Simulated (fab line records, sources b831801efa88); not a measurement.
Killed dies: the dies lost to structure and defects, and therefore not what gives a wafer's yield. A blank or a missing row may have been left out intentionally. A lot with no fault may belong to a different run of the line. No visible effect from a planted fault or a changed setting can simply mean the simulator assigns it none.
Which of the tools did it? || flow gf180mcu || 21 wafers from 7 lots sampled at 2 of the route's 602 steps

## WHAT THE GAUGES READ, wafer by wafer
GF_HV_LDD_CD_MEAS_07: the cd target is 400 nm.
{"lot": "L159", "measured": "day 10 23:03", "on": "cd-sem-02", "cd-nm (nm)": "403.9 401.7 405.8"}
{"lot": "L163", "measured": "day 12 20:06", "on": "cd-sem-01", "cd-nm (nm)": "399.8 397.7 399.7"}
{"lot": "L165", "measured": "day 13 14:12", "on": "cd-sem-02", "cd-nm (nm)": "399.9 399.5 398.5"}
{"lot": "L168", "measured": "day 14 10:47", "on": "cd-sem-01", "cd-nm (nm)": "401.5 400.5 401.7"}
{"lot": "L172", "measured": "day 15 08:41", "on": "cd-sem-01", "cd-nm (nm)": "400.6 401.3 401.8"}
{"lot": "L177", "measured": "day 16 12:39", "on": "cd-sem-01", "cd-nm (nm)": "398.8 398.2 398.2"}
{"lot": "L179", "measured": "day 17 04:09", "on": "cd-sem-01", "cd-nm (nm)": "401.2 399.2 397.9"}

## WHICH TOOL RAN EACH LOT (tool, then ch and the chambers of the sampled wafers, then the start)
{"lot": "L159", "GF_HV_LDD_DEVELOP_06": "litho-track-04 ch 0, day 10 22:54"}
{"lot": "L163", "GF_HV_LDD_DEVELOP_06": "litho-track-04 ch 0, day 12 19:57"}
{"lot": "L165", "GF_HV_LDD_DEVELOP_06": "litho-track-02 ch 0, day 13 14:03"}
{"lot": "L168", "GF_HV_LDD_DEVELOP_06": "litho-track-02 ch 0, day 14 10:38"}
{"lot": "L172", "GF_HV_LDD_DEVELOP_06": "litho-track-01 ch 0, day 15 08:32"}
{"lot": "L177", "GF_HV_LDD_DEVELOP_06": "litho-track-02 ch 0, day 16 12:30"}
{"lot": "L179", "GF_HV_LDD_DEVELOP_06": "litho-track-01 ch 0, day 17 04:01"}
- GF_HV_LDD_DEVELOP_06: develop time 60 s.

## THE ANSWER, worked out from the rows above alone
Rule: the lots themselves supply what counts as usual. Put in order of their means at a reading, lots are off if they are a third of the lots or fewer, leave a main group of 4 or more, and stand apart from it by a gap of 3 or more times the standard deviation of the main group's means; of several such gaps the widest counts. Not used: any main group whose means are identical at the precision the tables above print for the reading. Also off: a lot with no number at a reading for which 4 or more lots have one. Any other lot the step has rows for is counted as sound.
Nothing can be told from this: no lot is off at any reading shown.

## WHAT THE SIMULATOR HAD INSERTED
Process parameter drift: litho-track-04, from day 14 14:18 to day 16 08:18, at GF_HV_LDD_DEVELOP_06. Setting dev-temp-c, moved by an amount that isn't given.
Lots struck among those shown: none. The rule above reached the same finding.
